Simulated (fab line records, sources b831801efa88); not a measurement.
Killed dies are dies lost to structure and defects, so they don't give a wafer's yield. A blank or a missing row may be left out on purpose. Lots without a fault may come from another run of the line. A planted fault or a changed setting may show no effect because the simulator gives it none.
Chamber matching | flow gf180mcu | GF_V5_CVD_02 on pecvd-04: 3 sister chambers
The step deposits SiO2 from TEOS, target thk 1450 nm, time 163.28 s. 6 wafers are shown with their chamber, then 7 later ones without.

WAFERS WITH THEIR CHAMBER
wafer  | chamber | heater_power_w (W)
L639.3 | 1       | 759
L646.2 | 2       | 779
L646.4 | 0       | 874
L646.6 | 1       | 604
L647.1 | 2       | 645
L647.2 | 0       | 795

WAFERS WITHOUT THEIR CHAMBER
wafer  | heater_power_w (W)
L647.5 | 869
L650.2 | 725
L650.4 | 751
L650.5 | 843
L652.2 | 727
L652.3 | 818
L652.5 | 603

WHICH CHAMBER EACH WENT THROUGH
wafer  | from the rows above          | in truth
L647.5 | can't be placed: 0 or 2 or 1 | 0
L650.2 | can't be placed: 2 or 1 or 0 | 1
L650.4 | can't be placed: 2 or 1 or 0 | 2
L650.5 | can't be placed: 0 or 2 or 1 | 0
L652.2 | can't be placed: 2 or 1 or 0 | 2
L652.3 | can't be placed: 0 or 2 or 1 | 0
L652.5 | can't be placed: 1 or 2 or 0 | 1
Placed correctly: 0 of 7. Can't be placed from these rows: 7 (the true chamber is among the candidates in 7). Placed wrongly: 0.
How it was worked out, from the rows above alone: a wafer's distance from a chamber is the root of the sum, over the readings, of the square of ((its reading less the chamber's mean) divided by the reading's scatter). The wafer belongs to the nearest chamber; if the next one is less than 2 further off, it can't be placed. A chamber's mean is the mean of its shown wafers. The scatter: the root of (the sum of the squares of (reading less its chamber's mean) over the shown wafers, divided by (wafers less chambers)).
